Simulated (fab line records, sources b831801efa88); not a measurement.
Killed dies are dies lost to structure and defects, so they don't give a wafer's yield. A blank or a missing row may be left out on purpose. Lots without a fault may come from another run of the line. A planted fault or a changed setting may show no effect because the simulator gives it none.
Chamber matching | flow sfq_line | SFQ_TRILAYER_C5_ETCH_VIA_ETCH_154 on rie_diel-01: 4 sister chambers
The step etches SiO2 in CHF3, stops on Nb, target depth 84 nm. 16 wafers are shown with their chamber, then 8 later ones without.

WAFERS WITH THEIR CHAMBER
wafer  | chamber | drypump_motor_current_A (A) | oes_product_au (a.u.)
L081.1 | 0       | 6.6                         | 0.893
L081.2 | 3       | 4.8                         | 0.905
L081.3 | 1       | 4.8                         | 0.890
L081.4 | 2       | 5.1                         | 0.904
L081.5 | 1       | 4.8                         | 0.897
L081.6 | 2       | 5.1                         | 0.897
L086.1 | 3       | 4.9                         | 0.891
L086.2 | 1       | 4.8                         | 0.894
L086.3 | 2       | 5.1                         | 0.888
L086.4 | 0       | 6.6                         | 0.899
L086.5 | 0       | 6.6                         | 0.896
L086.6 | 1       | 4.8                         | 0.906
L087.1 | 0       | 6.6                         | 0.889
L087.2 | 2       | 5.1                         | 0.884
L087.3 | 1       | 4.8                         | 0.896
L087.4 | 3       | 4.8                         | 0.894

SIGNATURES (means of the wafers above)
reading                 | chamber 0 | chamber 1 | chamber 2 | chamber 3 | scatter within a chamber
drypump_motor_current_A | 6.600     | 4.800     | 5.100     | 4.833     | 0.0236
oes_product_au          | 0.89425   | 0.89660   | 0.89325   | 0.89667   | 0.00674
Rule: a wafer's distance from a chamber is the root of the sum, over the readings, of the square of ((its reading less the chamber's mean) divided by the reading's scatter). The wafer belongs to the nearest chamber; if the next one is less than 2 further off, it can't be placed. The scatter: the root of (the sum of the squares of (reading less its chamber's mean) over the shown wafers, divided by (wafers less chambers)).

WAFERS WITHOUT THEIR CHAMBER
wafer  | drypump_motor_current_A (A) | oes_product_au (a.u.)
L087.5 | 5.1                         | 0.888
L087.6 | 4.8                         | 0.880
L089.1 | 4.8                         | 0.891
L089.2 | 6.6                         | 0.884
L089.3 | 4.8                         | 0.879
L089.4 | 5.1                         | 0.898
L089.5 | 5.1                         | 0.896
L089.6 | 4.9                         | 0.887

WHICH CHAMBER EACH WENT THROUGH
wafer  | from the rows above     | in truth
L087.5 | 2                       | 2
L087.6 | can't be placed: 1 or 3 | 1
L089.1 | can't be placed: 1 or 3 | 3
L089.2 | 0                       | 0
L089.3 | can't be placed: 1 or 3 | 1
L089.4 | 2                       | 2
L089.5 | 2                       | 2
L089.6 | can't be placed: 3 or 1 | 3
Placed correctly: 4 of 8. Can't be placed from these rows: 4 (the true chamber is among the candidates in 4). Placed wrongly: 0.
